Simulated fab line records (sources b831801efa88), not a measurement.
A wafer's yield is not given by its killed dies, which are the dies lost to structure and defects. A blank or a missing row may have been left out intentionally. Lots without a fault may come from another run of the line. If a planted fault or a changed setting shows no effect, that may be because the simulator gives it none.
One fault through the eyes of 2 desks | flow sky130 | what lay behind the numbers comes last; until then each desk has only its own

## TOOL OWNER'S DESK, lithoTrack-01
SKY_METAL1_PEB_13, tool's own readings: per-lot mean of the sampled wafers with a number, covering each lot this tool ran. A lot is out of limits, marked OUT, if its mean lies more than 4 standard deviations from the usual mean; the brackets give that distance.
Columns: A = exhaustPa at SKY_METAL1_PEB_13, usual 44.8 Pa
lot  | first seen here | A
L995 | day 32 16:00    | 44.3
L996 | day 33 05:00    | 44.5
L997 | day 33 17:00    | 44.4
L111 | day 37 21:00    | 45.5
L117 | day 39 02:00    | 42.9
This desk's finding: nothing out of limits on any of the 5 lots.

## FROM THE METROLOGY DESK
What the gauges read for every lot (on any tool): the sampled wafers with a number, averaged. A lot is out of limits, marked OUT, if its mean lies more than 4 standard deviations from the usual mean; the brackets give that distance.
Columns: A = VIA1_HDPCVD_THK at SKY_VIA1_THK_MEAS_01, usual 1026 nm
lot  | first seen here | A
L995 | day 32 17:34    | 1028
L996 | day 33 07:17    | 1038
L997 | day 33 19:01    | 1029
L998 | day 34 02:49    | 1024
L100 | day 34 09:17    | 1026
L111 | day 37 23:05    | 1003
L112 | day 38 02:13    | 1031
L114 | day 38 11:16    | 1025
L115 | day 38 18:05    | 1021
L116 | day 39 01:22    | 1025
L117 | day 39 03:35    | 1036
L118 | day 39 14:19    | 1022
This desk's finding: nothing out of limits on any of the 12 lots.

## TAKEN TOGETHER
The tool owner's desk saw nothing out of limits.
From the metrology desk's view, nothing was out of limits.

## WHAT THE SIMULATOR PUT IN
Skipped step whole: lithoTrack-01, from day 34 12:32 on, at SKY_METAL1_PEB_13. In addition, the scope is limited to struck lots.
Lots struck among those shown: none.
